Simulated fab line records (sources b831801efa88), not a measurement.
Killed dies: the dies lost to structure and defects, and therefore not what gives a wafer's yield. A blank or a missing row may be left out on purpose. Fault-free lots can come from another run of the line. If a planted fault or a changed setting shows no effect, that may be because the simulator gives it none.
Check for tools in common	flow sky130	39 wafers sampled across 13 lots

WHY THIS WAS OPENED
1 of 13 lots carry a flag on the reading VT_ADJUST_NCORE_TW at SKY_VT_ADJUST_NCORE_TW_MEAS_11. Fault-free wafers read 219.9, with a standard deviation of 1.7.
Rule: a lot gets a flag if all its wafers with a number sit over 4 standard deviations from that mean, or if no wafer of it has a number. All remaining lots are regarded as sound.

lot	measured	on	VT_ADJUST_NCORE_TW, wafer by wafer	flag
L687	day 8 19:50	filmMetro-04	219.0 217.9 218.7	
L689	day 9 13:17	filmMetro-02	218.8 220.7 219.9	
L690	day 9 21:29	filmMetro-02	219.0 220.0 220.5	
L691	day 10 01:50	filmMetro-04	30.1 29.9 29.9	FLAGGED
L692	day 10 07:38	filmMetro-01	219.3 221.6 220.8	
L696	day 11 08:08	filmMetro-02	218.1 219.0 218.4	
L701	day 12 23:50	filmMetro-01	221.9 222.0 223.1	
L702	day 13 08:34	filmMetro-01	219.8 220.8 219.7	
L704	day 13 23:29	filmMetro-04	219.2 218.6 218.1	
L705	day 14 05:59	filmMetro-04	218.0 218.4 218.7	
L707	day 14 17:15	filmMetro-01	222.5 221.5 222.0	
L708	day 15 01:53	filmMetro-01	222.5 222.1 222.2	
L709	day 15 07:30	filmMetro-01	223.7 222.6 223.1	
The numbers of the flagged lots are 30.0 on average: -189.9 against the usual, or -99 or more standard deviations.

WHICH TOOL RAN EACH LOT
3 process steps preceding the reading are held in the record, out of 708 steps in the route. Each cell gives the tool, then ch followed by the chambers the sampled wafers passed through, then the start.
lot	flag	SKY_DNWELL_STRIP_08	SKY_NWELL_STRIP_14	SKY_VT_ADJUST_NCORE_EXPOSE_04
L687		plasmaAsher-02 ch 1, day 3 09:29	plasmaAsher-03 ch 0,1, day 4 19:32	ilineStepper-01 ch 0, day 8 09:29
L689		plasmaAsher-04 ch 0,1, day 3 23:37	plasmaAsher-02 ch 0,1, day 5 10:53	ilineStepper-02 ch 0, day 9 03:25
L690		plasmaAsher-04 ch 0,1, day 4 06:00	plasmaAsher-04 ch 0,1, day 5 17:23	ilineStepper-01 ch 0, day 9 10:36
L691	FLAGGED	plasmaAsher-02 ch 0,1, day 4 09:16	plasmaAsher-02 ch 0,1, day 5 20:33	ilineStepper-02 ch 0, day 9 14:43
L692		plasmaAsher-01 ch 0,1, day 4 13:16	plasmaAsher-02 ch 0,1, day 6 01:29	ilineStepper-01 ch 0, day 9 20:35
L696		plasmaAsher-04 ch 0,1, day 5 08:40	plasmaAsher-04 ch 0,1, day 6 21:53	ilineStepper-01 ch 0, day 10 20:37
L701		plasmaAsher-04 ch 0, day 6 13:28	plasmaAsher-02 ch 0,1, day 8 06:03	ilineStepper-01 ch 0, day 12 10:34
L702		plasmaAsher-01 ch 0,1, day 6 19:34	plasmaAsher-03 ch 0,1, day 8 12:20	ilineStepper-01 ch 0, day 12 20:07
L704		plasmaAsher-04 ch 0,1, day 7 08:11	plasmaAsher-04 ch 0,1, day 9 01:15	ilineStepper-02 ch 0, day 13 10:37
L705		plasmaAsher-02 ch 0,1, day 7 13:31	plasmaAsher-03 ch 0,1, day 9 06:13	ilineStepper-01 ch 0, day 13 16:35
L707		plasmaAsher-02 ch 0,1, day 7 21:58	plasmaAsher-02 ch 0,1, day 9 14:40	ilineStepper-01 ch 0, day 14 03:40
L708		plasmaAsher-02 ch 0,1, day 8 02:55	plasmaAsher-02 ch 0,1, day 9 20:39	ilineStepper-02 ch 0, day 14 12:29
L709		plasmaAsher-01 ch 0,1, day 8 09:10	plasmaAsher-04 ch 0,1, day 10 02:15	ilineStepper-01 ch 0, day 14 17:24
What is done by these steps:
- SKY_DNWELL_STRIP_08: strips in O2/N2.
- SKY_NWELL_STRIP_14: strips in O2/N2.
- SKY_VT_ADJUST_NCORE_EXPOSE_04: exposes mask LVTN COMPLEMENT THIN, target cd 380 nm.
- SKY_VT_ADJUST_NCORE_TW_MEAS_11

FLAGGED AGAINST TOTAL, ONE TOOL AT A TIME (gauges that did the reading follow at the end)
step	tool	lots run	flagged	share of the flagged lots	sound lots run after its first flagged lot
SKY_DNWELL_STRIP_08	plasmaAsher-01	3	0	none	-
SKY_DNWELL_STRIP_08	plasmaAsher-02	5	1	all	3 (L705,L707,L708)
SKY_DNWELL_STRIP_08	plasmaAsher-04	5	0	none	-
SKY_NWELL_STRIP_14	plasmaAsher-02	6	1	all	4 (L692,L701,L707,L708)
SKY_NWELL_STRIP_14	plasmaAsher-03	3	0	none	-
SKY_NWELL_STRIP_14	plasmaAsher-04	4	0	none	-
SKY_VT_ADJUST_NCORE_EXPOSE_04	ilineStepper-01	9	0	none	-
SKY_VT_ADJUST_NCORE_EXPOSE_04	ilineStepper-02	4	1	all	2 (L704,L708)
SKY_VT_ADJUST_NCORE_TW_MEAS_11	filmMetro-01	6	0	none	-
SKY_VT_ADJUST_NCORE_TW_MEAS_11	filmMetro-02	3	0	none	-
SKY_VT_ADJUST_NCORE_TW_MEAS_11	filmMetro-04	4	1	all	2 (L704,L705)

WHAT THE TABLE PERMITS
4 rows of the table ran every flagged lot: plasmaAsher-02 at SKY_DNWELL_STRIP_08, plasmaAsher-02 at SKY_NWELL_STRIP_14, ilineStepper-02 at SKY_VT_ADJUST_NCORE_EXPOSE_04, filmMetro-04 at SKY_VT_ADJUST_NCORE_TW_MEAS_11.
- plasmaAsher-02 at SKY_DNWELL_STRIP_08 ran 5 lots, 1 of them flagged. After the first flagged lot (L705, L707, L708), sound lots still ran on it; a lasting fault on the whole tool would not permit that.
- plasmaAsher-02 at SKY_NWELL_STRIP_14 ran 6 lots, 1 of them flagged. After the first flagged lot (L692, L701, L707, L708), sound lots still ran on it; a lasting fault on the whole tool would not permit that.
- ilineStepper-02 at SKY_VT_ADJUST_NCORE_EXPOSE_04 ran 4 lots, 1 of them flagged. After the first flagged lot (L704, L708), sound lots still ran on it; a lasting fault on the whole tool would not permit that.
- filmMetro-04 at SKY_VT_ADJUST_NCORE_TW_MEAS_11 ran 4 lots, 1 of them flagged. After the first flagged lot (L704, L705), sound lots still ran on it; a lasting fault on the whole tool would not permit that.
No row of the table ran every flagged lot and no sound lot after the first.

WHAT THE SIMULATOR HAD PUT IN
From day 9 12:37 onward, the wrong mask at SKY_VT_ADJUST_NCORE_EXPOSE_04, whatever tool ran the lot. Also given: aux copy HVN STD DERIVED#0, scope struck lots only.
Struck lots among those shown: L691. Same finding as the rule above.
